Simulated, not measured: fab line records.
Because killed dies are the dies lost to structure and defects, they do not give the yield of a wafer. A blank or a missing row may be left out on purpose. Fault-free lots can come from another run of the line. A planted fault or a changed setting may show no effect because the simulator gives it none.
Split-lot study | flow sfqLine | 13 wafers read from 5 lots, route of 325 steps

== THE SPLIT ==
At SFQ_TRILAYER_M7_LITHO_COAT_182 (resist thk 62 nm), the setting spinRpm was moved away from the recipe's 3000 rpm on 2 of the 13 wafers read, by -6.0% to +3.1%. The other wafers ran this setting at the recipe's value.

== FROM THE SPLIT TO THE READING: what the file shows between them, 3 steps ==
- SFQ_TRILAYER_M7_LITHO_EXPOSE_178: exposes mask M7, target cd 500 nm (also split here: doseMj)
- SFQ_TRILAYER_M7_LITHO_PEB_180: peb time 60 s
- SFQ_TRILAYER_M7_LITHO_DEVELOP_179: time 60 s

== THE READING ==
etch.depthNm (the simulator's own value, which no gauge read), in nm, at SFQ_TRILAYER_M7_BARC_OPEN_METAL_ETCH_229 (etches BARC in O2, target depth 125 nm, time 41.7 s). There is no usual value for it anywhere in the file. Average 61.99 nm, standard deviation 0.13 nm, over the 11 wafers here run with the recipe.

wafer  | tool, chamber at the split | spinRpm as run, rpm | against the recipe | etch.depthNm, nm | against lot-mates on the recipe
L074.1 | lithoTrack-02, 0           | 3000                | recipe             | 62.14            | -
L074.3 | lithoTrack-02, 0           | 3000                | recipe             | 62.08            | -
L074.5 | lithoTrack-02, 0           | 3000                | recipe             | 61.96            | -
L077.1 | lithoTrack-01, 0           | 3000                | recipe             | 61.87            | -
L077.4 | lithoTrack-01, 0           | 3000                | recipe             | 62.08            | -
L078.2 | lithoTrack-04, 0           | 2819                | -6.0%              | 63.8             | +1.98
L078.6 | lithoTrack-04, 0           | 3000                | recipe             | 61.82            | -
L080.2 | lithoTrack-04, 0           | 3000                | recipe             | 61.83            | -
L080.5 | lithoTrack-04, 0           | 3000                | recipe             | 61.83            | -
L080.6 | lithoTrack-04, 0           | 3000                | recipe             | 61.98            | -
L083.2 | lithoTrack-01, 0           | 3000                | recipe             | 62.05            | -
L083.3 | lithoTrack-01, 0           | 3000                | recipe             | 62.22            | -
L083.5 | lithoTrack-01, 0           | 3093                | +3.1%              | 61.21            | -0.92

THE FIT
A straight line over all 13 wafers: etch.depthNm changes by -0.289 nm for each +1% of spinRpm; r = -0.97; the points scatter about the line by 0.14 nm.
The same after taking each lot's own level away (the mean of its wafers on the recipe; 13 wafers): -0.321 nm for each +1%; r = -0.99; scatter 0.082 nm.
That fit puts the effect of the largest move of spinRpm on the reading at 1.9 nm.
The lots' own levels span 61.820 to 62.135 nm, that is 2.4 times the standard deviation above.
Hence the slope depends on the lot-to-lot level, as the two fits are not the same.
Check: with one of the wafers moved furthest among these (-6.0%) left out of the fit, the line predicts +1.8 nm for it against its lot-mates. Against them it came out at +1.98 nm.

== THESE WAFERS: OTHER SPLITS ==
Note: prior to the reading, these wafers also went through further splits. Each is held against what the fit with the lots' levels taken away leaves over:
other split on the same wafers             | wafers away from the commonest value | r with etch.depthNm (lot level and that fit taken away)
SFQ_TRILAYER_M6_LITHO_COAT_159 resistThkNm | 3                                    | -0.34
SFQ_TRILAYER_I6_VIA_LITHO_COAT_169 spinRpm | 5                                    | -0.10
SFQ_TRILAYER_M7_LITHO_EXPOSE_178 doseMj    | 4                                    | +0.02

== THE WHOLE CHAIN: every reading that the file lists as answering this split, in the file's order ==
step                                     | what it does                                        | reading                                                                                   | change (the file's fit)              | r (the file's)
SFQ_TRILAYER_M7_LITHO_COAT_182           | resist thk 62 nm                                    | BARC_of_TRILAYER_M7_LITHO_COAT_182.thkNm (the simulator's own value, which no gauge read) | -0.33 nm for each +1% of the setting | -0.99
SFQ_TRILAYER_M7_BARC_OPEN_METAL_ETCH_229 | etches BARC in O2, target depth 125 nm, time 41.7 s | etch.depthNm (the simulator's own value, which no gauge read)                             | -0.32 nm for each +1% of the setting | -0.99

== THE FILE'S OWN FIT ==
etch.depthNm changes by -0.32 nm for each +1% of spinRpm, r = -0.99.
